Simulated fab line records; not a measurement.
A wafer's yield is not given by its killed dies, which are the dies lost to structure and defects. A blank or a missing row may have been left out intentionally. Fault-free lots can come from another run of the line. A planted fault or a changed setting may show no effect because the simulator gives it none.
Which tool is to blame?    flow sky130    14 lots, 42 wafers sampled, at 3 steps of a route of 708

== WHAT THE GAUGES READ, wafer by wafer ==
SKY_CAP2M_THK_MEAS_04: measures by xrf. Usual: CAP2M_TIN_THK typically reads 196.1 nm, with standard deviation 2.2.
lot   measured      on             CAP2M_TIN_THK (nm)  flag
L606  day 40 05:04  film-metro-01  200.7 199.1 199.6   
L607  day 40 09:31  film-metro-02  196.1 194.2 193.2   
L608  day 40 11:07  film-metro-01  197.8 199.0 196.8   
L609  day 40 13:43  film-metro-02  196.3 194.0 195.2   
L610  day 40 15:16  film-metro-02  198.4 197.0 197.7   
L619  day 43 17:37  film-metro-02  193.8 197.6 194.5   
L620  day 43 19:28  film-metro-01  192.1 195.8 195.5   
L622  day 44 09:44  film-metro-02  199.9 196.9 197.4   
L623  day 44 13:17  film-metro-04  197.0 201.2 198.9   
L625  day 45 08:20  film-metro-04  193.2 194.4 194.8   
L626  day 45 09:55  film-metro-02  198.4 197.9 196.8   
L627  day 45 15:40  film-metro-04  195.8 200.2 198.5   
L628  day 45 17:52  film-metro-02  193.8 195.9 195.5   
L629  day 46 03:34  film-metro-04  194.3 193.2 194.9   

== TOOL THAT RAN EACH LOT (tool first, then ch and the chambers of the sampled wafers, then the start) ==
lot   SKY_METAL4_SPUTTER_03         SKY_CAP2M_SPUTTER_02
L606  pvd-sputter-01, day 40 04:41  pvd-sputter-02, day 40 04:50
L607  pvd-sputter-01, day 40 09:07  pvd-sputter-02, day 40 09:17
L608  pvd-sputter-03, day 40 10:44  pvd-sputter-02, day 40 10:53
L609  pvd-sputter-01, day 40 13:20  pvd-sputter-03, day 40 13:29
L610  pvd-sputter-01, day 40 14:53  pvd-sputter-03, day 40 15:02
L619  pvd-sputter-04, day 43 17:14  pvd-sputter-02, day 43 17:23
L620  pvd-sputter-01, day 43 19:05  pvd-sputter-02, day 43 19:14
L622  pvd-sputter-04, day 44 09:19  pvd-sputter-01, day 44 09:28
L623  pvd-sputter-04, day 44 12:53  pvd-sputter-03, day 44 13:02
L625  pvd-sputter-04, day 45 07:55  pvd-sputter-02, day 45 08:04
L626  pvd-sputter-01, day 45 09:31  pvd-sputter-03, day 45 09:40
L627  pvd-sputter-03, day 45 15:17  pvd-sputter-01, day 45 15:26
L628  pvd-sputter-01, day 45 17:29  pvd-sputter-02, day 45 17:38
L629  pvd-sputter-03, day 46 03:11  pvd-sputter-02, day 46 03:20
- SKY_METAL4_SPUTTER_03: material Ti, target thk 5 nm, time 3.3 s.
- SKY_CAP2M_SPUTTER_02: material TiN, target thk 200 nm, time 166.7 s.

== WHAT THE TOOLS THEMSELVES READ (means of the sampled wafers that have a number; where no wafer has one, the mark that the record gives instead) ==
SKY_METAL4_SPUTTER_03. Usual: throttle-valve-pct at 30.7 %, with a standard deviation of 0.78.
lot   tool            throttle-valve-pct (%)  flag
L606  pvd-sputter-01  31.5                    
L607  pvd-sputter-01  31.0                    
L608  pvd-sputter-03  30.3                    
L609  pvd-sputter-01  31.5                    
L610  pvd-sputter-01  31.1                    
L619  pvd-sputter-04  30.1                    
L620  pvd-sputter-01  30.9                    
L622  pvd-sputter-04  30.7                    
L623  pvd-sputter-04  31.3                    
L625  pvd-sputter-04  30.8                    
L626  pvd-sputter-01  30.8                    
L627  pvd-sputter-03  29.6                    
L628  pvd-sputter-01  31.1                    
L629  pvd-sputter-03  30.1                    

SKY_CAP2M_SPUTTER_02. Usual: susceptor-temp-C 299.98 C, standard deviation 0.18; throttle-valve-pct 29.9 %, standard deviation 1.2.
lot   tool            susceptor-temp-C (C)  throttle-valve-pct (%)  flag
L606  pvd-sputter-02  300.15                28.7                    
L607  pvd-sputter-02  299.96                28.9                    
L608  pvd-sputter-02  299.88                28.9                    
L609  pvd-sputter-03  299.94                30.2                    
L610  pvd-sputter-03  299.92                30.2                    
L619  pvd-sputter-02  299.95                28.7                    
L620  pvd-sputter-02  300.03                28.9                    
L622  pvd-sputter-01  299.86                31.1                    
L623  pvd-sputter-03  299.95                30.0                    
L625  pvd-sputter-02  299.97                29.6                    
L626  pvd-sputter-03  299.94                29.8                    
L627  pvd-sputter-01  299.89                31.3                    
L628  pvd-sputter-02  299.66                29.6                    
L629  pvd-sputter-02  299.96                29.7                    

== THE ANSWER, worked out from the rows above alone ==
Rule: take the mean of a lot's wafers that have a number; if it is more than 3 standard deviations from the usual mean, the lot is off. A lot without any number at a reading at which 4 lots or more have one is off too. The other lots that the step has rows for count as sound. The gauges are gone through in route order, then the tools' own readings, and for those a lot's mean is taken as printed above. At the first step where some lot is off, the reading lying furthest off is the one used; lots without a number count as furthest.
No lot is off on any of the readings shown, so nothing can be concluded from this.

== WHAT HAD BEEN PUT IN BY THE SIMULATOR ==
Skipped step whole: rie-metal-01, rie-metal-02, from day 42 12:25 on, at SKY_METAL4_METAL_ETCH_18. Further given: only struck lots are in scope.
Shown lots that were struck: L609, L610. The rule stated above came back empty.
